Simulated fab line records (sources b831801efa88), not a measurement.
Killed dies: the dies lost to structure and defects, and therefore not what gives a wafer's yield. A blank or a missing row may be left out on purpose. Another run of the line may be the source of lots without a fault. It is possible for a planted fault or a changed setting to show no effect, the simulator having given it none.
Which of the tools did it? :: flow sky130 :: route of 708 steps, sampled at 1 step: 7 lots, 21 wafers

## WHAT EACH GAUGE READ, for each wafer
SKY_FIELD_ISO_CD_MEAS_13: target cd 150 nm.
lot: L745
measured: day 2 10:46
on: cd sem-02
cd nm (nm): 151.6 152.4 151.6

lot: L748
measured: day 3 03:57
on: cd sem-01
cd nm (nm): 149.4 149.9 149.8

lot: L750
measured: day 3 11:08
on: cd sem-02
cd nm (nm): 147.3 150.2 146.9

lot: L754
measured: day 4 09:49
on: cd sem-02
cd nm (nm): 150.4 150.5 151.8

lot: L756
measured: day 4 20:30
on: cd sem-02
cd nm (nm): 151.8 151.5 151.2

lot: L758
measured: day 5 05:33
on: cd sem-01
cd nm (nm): 150.6 151.3 150.2

lot: L766
measured: day 7 00:53
on: cd sem-01
cd nm (nm): 147.1 147.4 147.8

## WHAT TOOL EACH LOT RAN ON (gives the tool, then ch and the chambers of the sampled wafers, and finally the start)
The record holds no process step before these readings.

## THE ANSWER, worked out from the rows above alone
Rule: usual is defined by the lots themselves. Put in order of their means at a reading, lots are off if they are a third of the lots or fewer, leave a main group of 4 or more, and stand apart from it by a gap of 3 or more times the standard deviation of the main group's means; of several such gaps the widest counts. The tables above print the reading to a certain number of digits; a main group whose means all agree to those digits is not used. A lot without any number at a reading at which 4 lots or more have one is off too. Any other lot the step has rows for is counted as sound.
Across all readings shown, no lot is off: no conclusion can be drawn from this.

## WHAT HAD BEEN PUT IN BY THE SIMULATOR
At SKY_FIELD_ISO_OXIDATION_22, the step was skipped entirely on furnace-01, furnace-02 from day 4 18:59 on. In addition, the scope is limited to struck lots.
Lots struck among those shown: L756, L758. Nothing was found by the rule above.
